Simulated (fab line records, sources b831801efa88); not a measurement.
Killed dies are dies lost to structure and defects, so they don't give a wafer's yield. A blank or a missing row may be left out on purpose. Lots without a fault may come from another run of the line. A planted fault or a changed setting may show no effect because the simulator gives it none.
fab line records | flow sky130
record lots=5 wafers=15 last_day=49
route steps=708 shown CONTACT@410 METAL1@434
lots that met no fault: from a run of the same line without faults
start_h: hours from the record's first day to the start of the lot's first wafer shown | wait_h: hours since the lot's step before | " the same as in the row above | L1.1+2: a row that stands for several wafers | - no value, or no start given | * or withheld: withheld | < > ~ a bound
route shown NAME@n: a module of which the file shows steps, and the number in the route of the first | usual: mean/standard deviation of fault-free wafers | same: alike in all rows | chamber/n: place in a boat | sites: the reading at each site | _std_site: their standard deviation | _edge_site: outer sites' mean less inner sites' | radius_mm: how far each site lies from the wafer's centre | mask NAME#n: copy n | behind: the tool/chamber that last shaped the wafer | hold: why the lot was held/for how many hours/how that ended | device: the transistor (n, p or np) that didn't switch | end of line: the same wafers' tests at the end of the route | a step without rows: its recipe alone | killed: dies lost to structure and defects at the first sort, not the wafer's yield | map: a wafer's dies, x killed, . not, _ none there
set.NAME: the setting as run; set.NAME@STEP: as run at that earlier step | model.NAME: the simulator's own value behind a step, which no gauge read
lots at some steps of the route; a table a step, a row a wafer
services: from which hour (start_h, from the record's first day; less than 0 if before it) a tool's chamber was out of use, for how many hours, and why
## steps
# step SKY_CONTACT_CMP_04
# recipe material=SiO2 down_force_psi=4 platen_rpm=60 pad_velocity_m_s=0.94248
# usual motor_current_A=12.4/0.94 time_to_endpoint_s=83/4.3
# columns lot.wafer tool chamber start_h wait_h motor_current_A time_to_endpoint_s
L075.4 cmp-02 0 701.17 0.0 13.5 79
L075.1 " 1 " " 12.4 83
L075.2 " 3 " " 13.0 81
L076.2 cmp-02 1 719.22 0.0 12.3 85
L076.6 " 1 " " 12.2 86
L076.5 " 2 " " 12.2 85
L079.2 cmp-02 3 765.93 0.0 12.8 87
L079.3 " 0 " " 13.2 78
L079.1 " 1 " " 11.3 84
L088.4 cmp-01 3 821.42 0.1 10.4 80
L088.2 " 1 " " 12.6 86
L088.5 " 3 " " 10.6 81
L091.2 cmp-02 3 837.94 0.1 12.3 82
L091.1 " 0 " " 13.1 78
L091.3 " 1 " " 11.8 86
# step SKY_CONTACT_BOW_MEAS_05
# recipe mode=bow
# usual CONTACT_BOW=80/6.6
# columns lot.wafer tool chamber start_h wait_h CONTACT_BOW[um]
L075.1 film_metro-02 - 701.47 0.2 79
L075.2 " - " " 86
L075.4 " - " " 83
L076.2 film_metro-03 - 719.54 0.3 81
L076.5 " - " " 80
L076.6 " - " " 87
L079.1 film_metro-04 - 766.23 0.1 83
L079.2 " - " " 81
L079.3 " - " " 79
L088.2 film_metro-02 - 821.69 0.1 76
L088.4 " - " " 74
L088.5 " - " " 87
L091.1 film_metro-03 - 838.19 0.1 81
L091.2 " - " " 85
L091.3 " - " " 79
# step SKY_CONTACT_DEHYDRATE_06
# recipe temp_c=200 time_s=60
# usual heater_power_total_W=160.39/0.12
# same time_s=60
# columns lot.wafer tool chamber start_h wait_h heater_power_total_W
L075.1 litho_track-03 0 713.52 12.0 160.45
L075.2 " 0 " " 160.42
L075.4 " 0 " " 160.30
L076.2 litho_track-02 0 733.27 13.7 160.32
L076.5 " 0 " " 160.18
L076.6 " 0 " " 160.49
L079.1 litho_track-03 0 777.87 11.6 160.39
L079.2 " 0 " " 160.26
L079.3 " 0 " " 160.57
L088.2 litho_track-04 0 834.66 13.0 160.23
L088.4 " 0 " " 160.50
L088.5 " 0 " " 160.38
L091.1 litho_track-04 0 851.24 13.0 160.44
L091.2 " 0 " " 160.31
L091.3 " 0 " " 160.36
# step SKY_CONTACT_HMDS_07
# recipe prime_time_s=60 prime_temp_c=120
# columns lot.wafer tool chamber start_h wait_h
L075.1+2+4 litho_track-03 0 713.67 0.1
L076.2+5+6 litho_track-02 0 733.42 0.1
L079.1+2+3 litho_track-03 0 778.02 0.1
L088.2+4+5 litho_track-04 0 834.81 0.1
L091.1+2+3 litho_track-04 0 851.39 0.1
# step SKY_CONTACT_COAT_08
# recipe resist=BARC temp_c=withheld time_s=withheld spin_rpm=3000 resist_thk_nm=60
# columns lot.wafer tool chamber start_h wait_h
L075.1+2+4 litho_track-03 0 713.82 0.1
L076.2+5+6 litho_track-02 0 733.57 0.1
L079.1+2+3 litho_track-03 0 778.17 0.1
L088.2+4+5 litho_track-04 0 834.96 0.1
L091.1+2+3 litho_track-04 0 851.54 0.1
# step SKY_CONTACT_COAT_09
# recipe resist=KrF-thick spin_rpm=3000 resist_thk_nm=450
# columns lot.wafer tool chamber start_h wait_h
L075.1+2+4 litho_track-03 0 - -
L076.2+5+6 litho_track-02 0 - -
L079.1+2+3 litho_track-03 0 - -
L088.2+4+5 litho_track-04 0 - -
L091.1+2+3 litho_track-04 0 - -
# step SKY_CONTACT_SOFTBAKE_10
# recipe temp_c=100 time_s=90 resist=KrF-thick
# usual heater_power_total_W=57.36/0.11
# same time_s=90
# columns lot.wafer tool chamber start_h wait_h heater_power_total_W
L075.1 litho_track-03 0 - - 57.35
L075.2 " 0 " " 57.53
L075.4 " 0 " " 57.29
L076.2 litho_track-02 0 - - 57.26
L076.5 " 0 " " 57.13
L076.6 " 0 " " 57.36
L079.1 litho_track-03 0 - - 57.18
L079.2 " 0 " " 57.17
L079.3 " 0 " " 57.37
L088.2 litho_track-04 0 - - 57.31
L088.4 " 0 " " 57.24
L088.5 " 0 " " 57.53
L091.1 litho_track-04 0 - - 57.40
L091.2 " 0 " " 57.31
L091.3 " 0 " " 57.47
# step SKY_CONTACT_EXPOSE_11
# recipe mask_id=CTM1 na=0.8 source_shape=annular sigma_inner=0.55 sigma_outer=0.85 target_cd_nm=170 dose_mj=38
# columns lot.wafer tool chamber start_h wait_h mask
L075.1+2+4 krf_scanner-02 0 - - CTM1#0
L076.2+5+6 krf_scanner-02 0 - - CTM1#0
L079.1+2+3 krf_scanner-01 0 - - CTM1#0
L088.2+4+5 krf_scanner-02 0 - - CTM1#0
L091.1+2+3 krf_scanner-01 0 - - CTM1#0
# step SKY_CONTACT_PEB_12
# recipe peb_temp_c=withheld peb_time_s=withheld resist=KrF-thick
# columns lot.wafer tool chamber start_h wait_h
L075.1+2+4 litho_track-04 0 - -
L076.2+5+6 litho_track-04 0 - -
L079.1+2+3 litho_track-03 0 - -
L088.2+4+5 litho_track-03 0 - -
L091.1+2+3 litho_track-03 0 - -
# step SKY_CONTACT_DEVELOP_13
# recipe develop_time_s=60 resist=KrF-thick dev_temp_c=21
# columns lot.wafer tool chamber start_h wait_h
L075.1+2+4 litho_track-04 0 - -
L076.2+5+6 litho_track-04 0 - -
L079.1+2+3 litho_track-03 0 - -
L088.2+4+5 litho_track-03 0 - -
L091.1+2+3 litho_track-03 0 - -
# step SKY_CONTACT_CD_MEAS_14
# recipe target_cd_nm=170
# usual cd_nm=169.5/1.5
# columns lot.wafer tool chamber start_h wait_h cd_nm
L075.1 cd_sem-01 - 726.09 - 171.0
L075.2 " - " " 169.2
L075.4 " - " " 170.1
L076.2 cd_sem-01 - 747.41 - 168.7
L076.5 " - " " 169.5
L076.6 " - " " 169.6
L079.1 cd_sem-02 - 790.67 - 168.0
L079.2 " - " " 167.9
L079.3 " - " " 167.9
L088.2 cd_sem-02 - 847.79 - 170.5
L088.4 " - " " 170.3
L088.5 " - " " 170.8
L091.1 cd_sem-01 - 864.12 - 169.9
L091.2 " - " " 171.8
L091.3 " - " " 170.9
# step SKY_CONTACT_OVL_MEAS_15
# usual CONTACT_OVL=0/5.7
# columns lot.wafer tool chamber start_h wait_h CONTACT_OVL[nm]
L075.1 overlay-01 - 726.21 0.1 1
L075.2 " - " " -7
L075.4 " - " " -6
L076.2 overlay-02 - 747.51 0.1 5
L076.5 " - " " -4
L076.6 " - " " 3
L079.1 overlay-02 - 790.79 0.1 -9
L079.2 " - " " -13
L079.3 " - " " -2
L088.2 overlay-01 - 847.89 0.1 0
L088.4 " - " " -6
L088.5 " - " " -6
L091.1 overlay-02 - 864.24 0.1 4
L091.2 " - " " -5
L091.3 " - " " 8
# step SKY_CONTACT_ETCH_16
# recipe chemistry=N2/H2 target=BARC ion_energy_ev=200 source_w=500 bias_w=100 pressure_mtorr=30 n2_flow_sccm=100 h2_flow_sccm=200 stop_on=SiO2 time_s=45.9 target_depth_a=600
# usual drypump_motor_current_A=5.6/0.45 oes_product_au=0.854/0.0047 throttle_valve_pct=13.225/0.01
# same time_s=45.9
# columns lot.wafer tool chamber start_h wait_h drypump_motor_current_A oes_product_au rf_hours_counter_h throttle_valve_pct
L075.1 rie_diel-04 3 726.24 0.0 5.8 0.854 23 13.220
L075.2 " 0 " " 6.2 0.854 29 13.247
L075.4 " 1 " " 5.6 0.853 4 13.237
L076.2 rie_diel-03 3 747.54 0.0 5.3 0.852 7 13.235
L076.5 " 1 " " 5.0 0.845 - 13.214
L076.6 " 3 " " 5.3 0.860 - 13.233
L079.1 rie_diel-03 3 790.82 0.0 5.3 0.861 8 13.242
L079.2 " 2 " " 5.7 0.858 11 13.230
L079.3 " 1 " " 5.0 0.859 19 13.219
L088.2 rie_diel-03 1 847.92 0.0 5.0 0.850 22 13.230
L088.4 " 2 " " 5.8 0.862 14 13.234
L088.5 " 1 " " 5.0 0.856 - 13.227
L091.1 rie_diel-04 3 864.27 0.0 5.9 0.853 27 13.210
L091.2 " 2 " " 6.4 0.848 21 13.240
L091.3 " 1 " " 5.7 0.853 8 13.244
# step SKY_CONTACT_ETCH_17
# recipe target=SiO2 chemistry=C4F8/O2/Ar stop_on=Si3N4 mask_material=KrF-thick source_w=1500 bias_w=1200 pressure_mtorr=40 c4f8_flow_sccm=withheld O2_flow_sccm=6 Ar_flow_sccm=300 time_s=withheld target_depth_a=3400
# usual oes_product_au=0.892/0.0046
# columns lot.wafer tool chamber start_h wait_h oes_product_au
L075.1 rie_diel-04 3 726.29 0.0 0.888
L075.2 " 0 " " 0.889
L075.4 " 1 " " 0.885
L076.2 rie_diel-03 3 747.59 0.0 0.892
L076.5 " 1 " " 0.886
L076.6 " 3 " " 0.896
L079.1 rie_diel-03 3 790.86 0.0 0.894
L079.2 " 2 " " 0.889
L079.3 " 1 " " 0.880
L088.2 rie_diel-03 1 847.96 0.0 0.894
L088.4 " 2 " " 0.891
L088.5 " 1 " " 0.891
L091.1 rie_diel-04 3 864.31 0.0 0.897
L091.2 " 2 " " 0.891
L091.3 " 1 " " 0.894
# step SKY_CONTACT_ETCH_18
# recipe target=Si3N4 chemistry=CHF3/O2 stop_on=TiN source_w=600 bias_w=200 pressure_mtorr=40 chf3_flow_sccm=50 O2_flow_sccm=5 time_s=39 target_depth_a=750
# usual drypump_motor_current_A=5.5/0.44 oes_product_au=0.857/0.0079 throttle_valve_pct=8.792/0.0092
# same time_s=39
# columns lot.wafer tool chamber start_h wait_h drypump_motor_current_A oes_product_au rf_hours_counter_h throttle_valve_pct
L075.1 rie_diel-04 3 - - 5.8 0.851 23 8.790
L075.2 " 0 " " 6.2 0.859 29 8.790
L075.4 " 1 " " 5.6 0.864 4 8.797
L076.2 rie_diel-03 3 - - 5.3 0.852 7 8.793
L076.5 " 1 " " 5.0 0.860 - 8.788
L076.6 " 3 " " 5.2 0.858 - 8.805
L079.1 rie_diel-03 3 - - 5.3 0.853 8 8.781
L079.2 " 2 " " 5.8 0.855 11 8.785
L079.3 " 1 " " 5.0 0.844 19 8.800
L088.2 rie_diel-03 1 - - 5.0 0.850 22 8.799
L088.4 " 2 " " 5.8 0.849 14 8.790
L088.5 " 1 " " 5.0 0.861 - 8.789
L091.1 rie_diel-04 3 - - 5.9 0.845 27 8.777
L091.2 " 2 " " 6.4 0.855 21 8.806
L091.3 " 1 " " 5.6 0.847 8 8.781
# step SKY_CONTACT_STRIP_19
# recipe chemistry=O2/N2 power_w=1400 pressure_mtorr=1500 platen_temp_c=withheld o2_flow_sccm=3000 n2_flow_sccm=300 overash_fraction=0.5
# usual drypump_motor_current_A=5.8/0.57 oes_product_au=0.380/0.0048 strip_time_to_endpoint_s=3.61/0.03
# columns lot.wafer tool chamber start_h wait_h drypump_motor_current_A oes_product_au rf_hours_counter_h strip_time_to_endpoint_s
L075.1 plasma_asher-04 1 726.38 - 6.2 0.377 105 3.62
L075.2 " 0 " " 5.3 0.377 105 3.65
L075.4 " 1 " " 6.2 0.382 - 3.65
L076.2 plasma_asher-04 1 747.68 - 6.3 0.384 0 3.59
L076.5 " 1 " " 6.3 0.380 - 3.58
L076.6 " 0 " " 5.3 0.384 - 3.59
L079.1 plasma_asher-02 1 790.95 - 6.6 0.383 99 3.63
L079.2 " 0 " " 5.3 0.377 99 3.59
L079.3 " 1 " " 6.6 0.378 - 3.63
L088.2 plasma_asher-03 0 848.05 - 5.0 0.377 70 3.63
L088.4 " 1 " " 6.0 0.379 - 3.61
L088.5 " 0 " " 5.0 0.372 - 3.63
L091.1 plasma_asher-02 0 864.40 - 5.3 0.385 107 3.59
L091.2 " 1 " " 6.7 0.368 107 3.55
L091.3 " 0 " " 5.3 0.385 - 3.63
# step SKY_CONTACT_STRIP_20
# recipe chemistry=post_etch_residue_remover time_s=1200 temp_c=72.5
# same time_s=1200
# columns lot.wafer tool chamber start_h wait_h
L075.1+2+4 wet_bench-04 1 726.48 0.1
L076.2+5+6 wet_bench-02 1 747.78 0.1
L079.1+2+3 wet_bench-04 3 791.05 0.1
L088.2+4+5 wet_bench-03 1 848.15 0.1
L091.1+2+3 wet_bench-03 3 864.50 0.1
# step SKY_CONTACT_CLEAN_21
# recipe chemistry=IPA time_s=180 temp_c=25
# same time_s=180
# columns lot.wafer tool chamber start_h wait_h
L075.1+2+4 wet_bench-03 1 726.82 0.0
L076.2+5+6 wet_bench-04 2 748.12 0.0
L079.1+2+3 wet_bench-03 0 791.40 0.0
L088.2+4+5 wet_bench-04 1 848.84 0.0
L091.1+2+3 wet_bench-04 1 864.85 0.0
# step SKY_CONTACT_CLEAN_22
# recipe chemistry=O3/DIW dry=n2_spin
# columns lot.wafer tool chamber start_h wait_h
L075.1+2+4 wet_bench-04 3 726.89 0.0
L076.2+5+6 wet_bench-03 1 748.18 0.0
L079.1+2+3 wet_bench-04 3 791.45 0.0
L088.2+4+5 wet_bench-02 0 848.90 0.0
L091.1+2+3 wet_bench-03 0 864.90 0.0
# step SKY_CONTACT_SPUTTER_23
# recipe material=TiN target_thk_nm=20 chamber_pressure_pa=5 power_w=4000 time_s=80
# usual throttle_valve_pct=30.4/1.1
# same time_s=80
# columns lot.wafer tool chamber start_h wait_h throttle_valve_pct
L075.1 pvd_sputter-03 - 726.98 0.0 32.0
L075.2 " - " " 31.7
L075.4 " - " " 28.8
L076.2 pvd_sputter-02 - 748.27 0.0 30.8
L076.5 " - " " 29.9
L076.6 " - " " 31.5
L079.1 pvd_sputter-03 - 791.55 0.0 29.5
L079.2 " - " " 31.9
L079.3 " - " " 28.7
L088.2 pvd_sputter-03 - 849.00 0.0 28.8
L088.4 " - " " 32.1
L088.5 " - " " 31.6
L091.1 pvd_sputter-02 - 865.00 0.0 30.0
L091.2 " - " " 30.8
L091.3 " - " " 31.5
# step SKY_CONTACT_CVD_24
# recipe material=W target_thk_nm=340 time_s=102.12 temp_c=400 pressure_torr=40
# usual heater_power_outer_w=583/81 heater_power_w=933/93
# same time_s=102.12
# columns lot.wafer tool chamber start_h wait_h heater_power_outer_w heater_power_w
L075.1 cvd_w-01 1 727.05 0.0 543 803
L075.2 " 0 " " 568 972
L075.4 " 0 " " 590 959
L076.2 cvd_w-02 0 748.33 0.0 483 888
L076.5 " 1 " " 699 1056
L076.6 " 0 " " 510 875
L079.1 cvd_w-02 1 791.61 0.0 691 1067
L079.2 " 0 " " 511 870
L079.3 " 0 " " 491 877
L088.2 cvd_w-01 0 849.06 0.0 583 963
L088.4 " 0 " " 594 934
L088.5 " 1 " " 537 823
L091.1 cvd_w-02 0 865.06 0.0 504 853
L091.2 " 1 " " 724 1063
L091.3 " 1 " " 711 1078
# step SKY_CONTACT_RS_MEAS_25
# recipe thk_meas_gauge=four-point-probe reads=W_of_CONTACT_CVD_24+TiN_of_CONTACT_SPUTTER_23
# usual CONTACT_W_RS=0.337/0.004
# columns lot.wafer tool chamber start_h wait_h CONTACT_W_RS[ohm/sq]
L075.1 film_metro-04 - 727.16 0.1 0.332
L075.2 " - " " 0.341
L075.4 " - " " 0.339
L076.2 film_metro-04 - 748.46 0.1 0.338
L076.5 " - " " 0.340
L076.6 " - " " 0.340
L079.1 film_metro-04 - 791.72 0.1 0.348
L079.2 " - " " 0.339
L079.3 " - " " 0.343
L088.2 film_metro-02 - 849.19 0.1 0.339
L088.4 " - " " 0.339
L088.5 " - " " 0.334
L091.1 film_metro-04 - 865.17 0.1 0.340
L091.2 " - " " 0.339
L091.3 " - " " 0.338
# step SKY_CONTACT_THK_MEAS_26
# recipe thk_meas_gauge=xrf reads=W_of_CONTACT_CVD_24
# usual CONTACT_W_THK=330/6
# columns lot.wafer tool chamber start_h wait_h CONTACT_W_THK[nm]
L075.1 film_metro-04 - 727.28 0.1 335
L075.2 " - " " 325
L075.4 " - " " 325
L076.2 film_metro-04 - 748.57 0.1 324
L076.5 " - " " 322
L076.6 " - " " 321
L079.1 film_metro-04 - 791.84 0.1 315
L079.2 " - " " 323
L079.3 " - " " 320
L088.2 film_metro-02 - 849.30 0.1 328
L088.4 " - " " 327
L088.5 " - " " 332
L091.1 film_metro-04 - 865.29 0.1 323
L091.2 " - " " 323
L091.3 " - " " 323
# step SKY_CONTACT_CMP_27
# recipe stop_on=SiO2 t_overpolish_s=15 down_force_psi=3.5 platen_rpm=60 target_thk_nm=0 pad_velocity_m_s=0.94248
# usual motor_current_A=11.4/0.83 overpolish_run_s=15.000/0.0087 time_to_endpoint_s=83/3.9
# columns lot.wafer tool chamber start_h wait_h motor_current_A overpolish_run_s time_to_endpoint_s
L075.2 cmp-02 0 727.34 0.0 12.9 14.999 78
L075.4 " 1 " " 11.5 14.995 85
L075.1 " 2 " " 10.9 14.995 88
L076.2 cmp-01 1 748.67 0.1 11.8 14.994 86
L076.5 " 0 " " 10.5 15.009 89
L076.6 " 1 " " 12.3 15.010 86
L079.1 cmp-02 1 791.90 0.1 11.6 15.005 81
L079.2 " 2 " " 10.8 14.998 85
L079.3 " 0 " " 12.1 15.005 77
L088.2 cmp-01 0 849.45 0.1 10.6 15.005 87
L088.4 " 1 " " 12.2 14.987 86
L088.5 " 2 " " 11.4 15.013 82
L091.2 cmp-02 0 865.35 0.0 11.9 14.995 80
L091.1 " 1 " " 11.6 14.998 83
L091.3 " 2 " " 10.8 15.009 86
# step SKY_METAL1_SPUTTER_00
# recipe material=Ti target_thk_nm=15 power_w=3000 time_s=10 chamber_pressure_pa=0.4
# usual throttle_valve_pct=29.8/0.84
# same time_s=10
# columns lot.wafer tool chamber start_h wait_h throttle_valve_pct
L075.1 pvd_sputter-01 - 727.64 0.1 29.0
L075.2 " - " " 29.7
L075.4 " - " " 28.5
L076.2 pvd_sputter-03 - 748.92 0.2 32.1
L076.5 " - " " 31.7
L076.6 " - " " 29.4
L079.1 pvd_sputter-04 - 792.20 0.2 29.3
L079.2 " - " " 31.2
L079.3 " - " " 30.2
L088.2 pvd_sputter-04 - 849.65 0.1 29.9
L088.4 " - " " 29.2
L088.5 " - " " 31.0
L091.1 pvd_sputter-01 - 865.65 0.2 29.0
L091.2 " - " " 30.1
L091.3 " - " " 29.6
# step SKY_METAL1_SPUTTER_01
# recipe material=TiN target_thk_nm=20 power_w=6500 time_s=16.7 chamber_pressure_pa=0.4
# usual throttle_valve_pct=29.8/0.84
# same time_s=16.7
# columns lot.wafer tool chamber start_h wait_h throttle_valve_pct
L075.1 pvd_sputter-01 - 727.66 0.0 28.7
L075.2 " - " " 29.8
L075.4 " - " " 28.8
L076.2 pvd_sputter-03 - 748.94 0.0 32.1
L076.5 " - " " 31.5
L076.6 " - " " 29.3
L079.1 pvd_sputter-04 - 792.22 0.0 29.5
L079.2 " - " " 31.1
L079.3 " - " " 29.9
L088.2 pvd_sputter-04 - 849.67 0.0 29.9
L088.4 " - " " 28.6
L088.5 " - " " 30.7
L091.1 pvd_sputter-01 - 865.67 0.0 29.1
L091.2 " - " " 30.2
L091.3 " - " " 29.6
# step SKY_METAL1_SPUTTER_02
# recipe material=AlCu target_thk_nm=250 power_w=10600 time_s=13.3 chamber_pressure_pa=0.4
# usual throttle_valve_pct=29.8/0.82
# same time_s=13.3
# columns lot.wafer tool chamber start_h wait_h throttle_valve_pct
L075.1 pvd_sputter-01 - 727.68 0.0 29.1
L075.2 " - " " 29.8
L075.4 " - " " 28.9
L076.2 pvd_sputter-03 - 748.97 0.0 32.0
L076.5 " - " " 31.7
L076.6 " - " " 29.7
L079.1 pvd_sputter-04 - 792.25 0.0 29.2
L079.2 " - " " 31.0
L079.3 " - " " 30.1
L088.2 pvd_sputter-04 - 849.70 0.0 30.1
L088.4 " - " " 28.8
L088.5 " - " " 30.8
L091.1 pvd_sputter-01 - 865.70 0.0 29.0
L091.2 " - " " 30.2
L091.3 " - " " 29.7
# step SKY_METAL1_SPUTTER_03
# recipe material=Ti target_thk_nm=5 power_w=3000 time_s=3.3 chamber_pressure_pa=0.4
# usual throttle_valve_pct=29.8/0.85
# same time_s=3.3
# columns lot.wafer tool chamber start_h wait_h throttle_valve_pct
L075.1 pvd_sputter-01 - 727.71 0.0 29.2
L075.2 " - " " 29.6
L075.4 " - " " 28.7
L076.2 pvd_sputter-03 - 748.99 0.0 32.0
L076.5 " - " " 31.5
L076.6 " - " " 29.5
L079.1 pvd_sputter-04 - 792.27 0.0 28.9
L079.2 " - " " 31.0
L079.3 " - " " 30.1
L088.2 pvd_sputter-04 - 849.73 0.0 30.1
L088.4 " - " " 28.9
L088.5 " - " " 30.8
L091.1 pvd_sputter-01 - 865.72 0.0 29.2
L091.2 " - " " 29.9
L091.3 " - " " 29.7
# step SKY_METAL1_SPUTTER_04
# recipe material=TiN target_thk_nm=70 power_w=6500 time_s=58.3 chamber_pressure_pa=0.4
# usual throttle_valve_pct=29.8/0.83
# same time_s=58.3
# columns lot.wafer tool chamber start_h wait_h throttle_valve_pct
L075.1 pvd_sputter-01 - 727.73 0.0 29.1
L075.2 " - " " 29.8
L075.4 " - " " 28.8
L076.2 pvd_sputter-03 - 749.01 0.0 32.3
L076.5 " - " " 31.5
L076.6 " - " " 29.7
L079.1 pvd_sputter-04 - 792.29 0.0 29.1
L079.2 " - " " 30.9
L079.3 " - " " 29.9
L088.2 pvd_sputter-04 - 849.75 0.0 29.9
L088.4 " - " " 29.3
L088.5 " - " " 31.1
L091.1 pvd_sputter-01 - 865.74 0.0 29.1
L091.2 " - " " 29.8
L091.3 " - " " 29.9
# step SKY_METAL1_RS_MEAS_05
# recipe thk_meas_gauge=four-point-probe reads=TiN_of_METAL1_SPUTTER_04+Ti_of_METAL1_SPUTTER_03+AlCu_of_METAL1_SPUTTER_02+TiN_of_METAL1_SPUTTER_01+Ti_of_METAL1_SPUTTER_00
# usual METAL1_ALCU_RS=0.1274/0.0017
# columns lot.wafer tool chamber start_h wait_h METAL1_ALCU_RS[ohm/sq]
L075.1 film_metro-02 - 727.78 0.0 0.1249
L075.2 " - " " 0.1260
L075.4 " - " " 0.1276
L076.2 film_metro-03 - 749.14 0.1 0.1270
L076.5 " - " " 0.1278
L076.6 " - " " 0.1290
L079.1 film_metro-02 - 792.34 0.0 0.1257
L079.2 " - " " 0.1287
L079.3 " - " " 0.1261
L088.2 film_metro-03 - 849.82 0.0 0.1290
L088.4 " - " " 0.1303
L088.5 " - " " 0.1319
L091.1 film_metro-03 - 865.79 0.0 0.1248
L091.2 " - " " 0.1262
L091.3 " - " " 0.1278
# step SKY_METAL1_THK_MEAS_06
# recipe thk_meas_gauge=xrf reads=AlCu_of_METAL1_SPUTTER_02
# usual METAL1_ALCU_THK=244/3.4
# columns lot.wafer tool chamber start_h wait_h METAL1_ALCU_THK[nm]
L075.1 film_metro-02 - 727.90 0.1 250
L075.2 " - " " 248
L075.4 " - " " 248
L076.2 film_metro-03 - 749.25 0.1 243
L076.5 " - " " 241
L076.6 " - " " 240
L079.1 film_metro-02 - 792.46 0.1 247
L079.2 " - " " 241
L079.3 " - " " 245
L088.2 film_metro-03 - 849.93 0.1 240
L088.4 " - " " 238
L088.5 " - " " 236
L091.1 film_metro-03 - 865.91 0.1 247
L091.2 " - " " 242
L091.3 " - " " 243
# step SKY_METAL1_DEHYDRATE_07
# recipe temp_c=200 time_s=60
# usual heater_power_total_W=160.40/0.13
# same time_s=60
# columns lot.wafer tool chamber start_h wait_h heater_power_total_W
L075.1 litho_track-01 0 741.79 13.9 160.22
L075.2 " 0 " " 160.23
L075.4 " 0 " " 160.22
L076.2 litho_track-01 0 763.02 13.8 160.51
L076.5 " 0 " " 160.40
L076.6 " 0 " " 160.38
L079.1 litho_track-02 0 804.89 12.4 160.55
L079.2 " 0 " " 160.29
L079.3 " 0 " " 160.51
L088.2 litho_track-02 0 861.82 11.9 160.49
L088.4 " 0 " " 160.31
L088.5 " 0 " " 160.47
L091.1 litho_track-01 0 878.80 12.9 160.15
L091.2 " 0 " " 160.47
L091.3 " 0 " " 160.52
# step SKY_METAL1_HMDS_08
# recipe prime_time_s=60 prime_temp_c=120
# columns lot.wafer tool chamber start_h wait_h
L075.1+2+4 litho_track-01 0 741.94 0.1
L076.2+5+6 litho_track-01 0 763.17 0.1
L079.1+2+3 litho_track-02 0 805.04 0.1
L088.2+4+5 litho_track-02 0 861.97 0.1
L091.1+2+3 litho_track-01 0 878.95 0.1
# step SKY_METAL1_COAT_09
# recipe resist=BARC temp_c=withheld time_s=withheld spin_rpm=3000 resist_thk_nm=60
# columns lot.wafer tool chamber start_h wait_h
L075.1+2+4 litho_track-01 0 742.09 0.1
L076.2+5+6 litho_track-01 0 763.32 0.1
L079.1+2+3 litho_track-02 0 805.19 0.1
L088.2+4+5 litho_track-02 0 862.12 0.1
L091.1+2+3 litho_track-01 0 879.10 0.1
# step SKY_METAL1_COAT_10
# recipe resist=KrF-thick spin_rpm=3000 resist_thk_nm=450
# columns lot.wafer tool chamber start_h wait_h
L075.1+2+4 litho_track-01 0 - -
L076.2+5+6 litho_track-01 0 - -
L079.1+2+3 litho_track-02 0 - -
L088.2+4+5 litho_track-02 0 - -
L091.1+2+3 litho_track-01 0 - -
# step SKY_METAL1_SOFTBAKE_11
# recipe temp_c=100 time_s=90 resist=KrF-thick
# usual heater_power_total_W=57.36/0.12
# same time_s=90
# columns lot.wafer tool chamber start_h wait_h heater_power_total_W
L075.1 litho_track-01 0 - - 57.33
L075.2 " 0 " " 57.27
L075.4 " 0 " " 57.44
L076.2 litho_track-01 0 - - 57.46
L076.5 " 0 " " 57.44
L076.6 " 0 " " 57.54
L079.1 litho_track-02 0 - - 57.47
L079.2 " 0 " " 57.23
L079.3 " 0 " " 57.21
L088.2 litho_track-02 0 - - 57.49
L088.4 " 0 " " 57.57
L088.5 " 0 " " 57.53
L091.1 litho_track-01 0 - - 57.40
L091.2 " 0 " " 57.22
L091.3 " 0 " " 57.29
# step SKY_METAL1_EXPOSE_12
# recipe mask_id=MM1 na=0.8 source_shape=annular sigma_inner=0.55 sigma_outer=0.85 target_cd_nm=140 dose_mj=28
# columns lot.wafer tool chamber start_h wait_h mask
L075.1+2+4 krf_scanner-01 0 - - MM1#0
L076.2+5+6 krf_scanner-01 0 - - MM1#0
L079.1+2+3 krf_scanner-01 0 - - MM1#0
L088.2+4+5 krf_scanner-02 0 - - MM1#0
L091.1+2+3 krf_scanner-01 0 - - MM1#0
# step SKY_METAL1_PEB_13
# recipe peb_temp_c=withheld peb_time_s=withheld resist=KrF-thick
# columns lot.wafer tool chamber start_h wait_h
L075.1+2+4 litho_track-01 0 - -
L076.2+5+6 litho_track-01 0 - -
L079.1+2+3 litho_track-01 0 - -
L088.2+4+5 litho_track-03 0 - -
L091.1+2+3 litho_track-02 0 - -
# step SKY_METAL1_DEVELOP_14
# recipe develop_time_s=60 resist=KrF-thick dev_temp_c=21
# columns lot.wafer tool chamber start_h wait_h
L075.1+2+4 litho_track-01 0 - -
L076.2+5+6 litho_track-01 0 - -
L079.1+2+3 litho_track-01 0 - -
L088.2+4+5 litho_track-03 0 - -
L091.1+2+3 litho_track-02 0 - -
# step SKY_METAL1_CD_MEAS_15
# recipe target_cd_nm=140
# usual cd_nm=140.3/1.5
# columns lot.wafer tool chamber start_h wait_h cd_nm
L075.1 cd_sem-02 - 755.79 - 143.2
L075.2 " - " " 141.8
L075.4 " - " " 140.8
L076.2 cd_sem-01 - 776.51 - 137.6
L076.5 " - " " 140.1
L076.6 " - " " 139.0
L079.1 cd_sem-02 - 817.99 - 139.9
L079.2 " - " " 140.9
L079.3 " - " " 140.7
L088.2 cd_sem-01 - 875.74 - 139.5
L088.4 " - " " 138.3
L088.5 " - " " 138.6
L091.1 cd_sem-02 - 891.44 - 142.1
L091.2 " - " " 142.8
L091.3 " - " " 141.5
## services
# columns tool chamber start_h hours kind
pvd_sputter-03 - 703.45 2.7 repair
rie_diel-03 3 705.84 4.0 repair
krf_scanner-01 - 711.74 1.0 pm
pvd_sputter-04 - 719.89 3.0 repair
wet_bench-04 - 721.65 0.9 repair
rie_diel-03 2 725.01 27.3 repair
rie_diel-04 - 741.66 2.3 repair
cmp-02 - 749.87 1.7 repair
cmp-02 - 766.93 6.4 repair
krf_scanner-01 - 785.40 1.3 pm
krf_scanner-01 - 803.87 0.8 pm
rie_diel-04 - 827.82 2.8 pm
wet_bench-03 - 829.63 4.1 repair
krf_scanner-01 - 835.22 4.0 pm
cmp-02 - 840.36 4.0 repair
rie_diel-04 0 841.64 2.7 repair
rie_diel-04 2 854.04 5.2 repair
rie_diel-04 0 859.90 2.7 repair
pvd_sputter-04 - 869.55 6.5 repair
rie_diel-04 3 869.59 3.9 repair
rie_diel-04 2 870.72 9.8 repair
pvd_sputter-01 - 876.32 5.7 repair
krf_scanner-01 - 880.74 1.0 pm
cmp-02 - 883.09 3.8 pm
## key
fault none
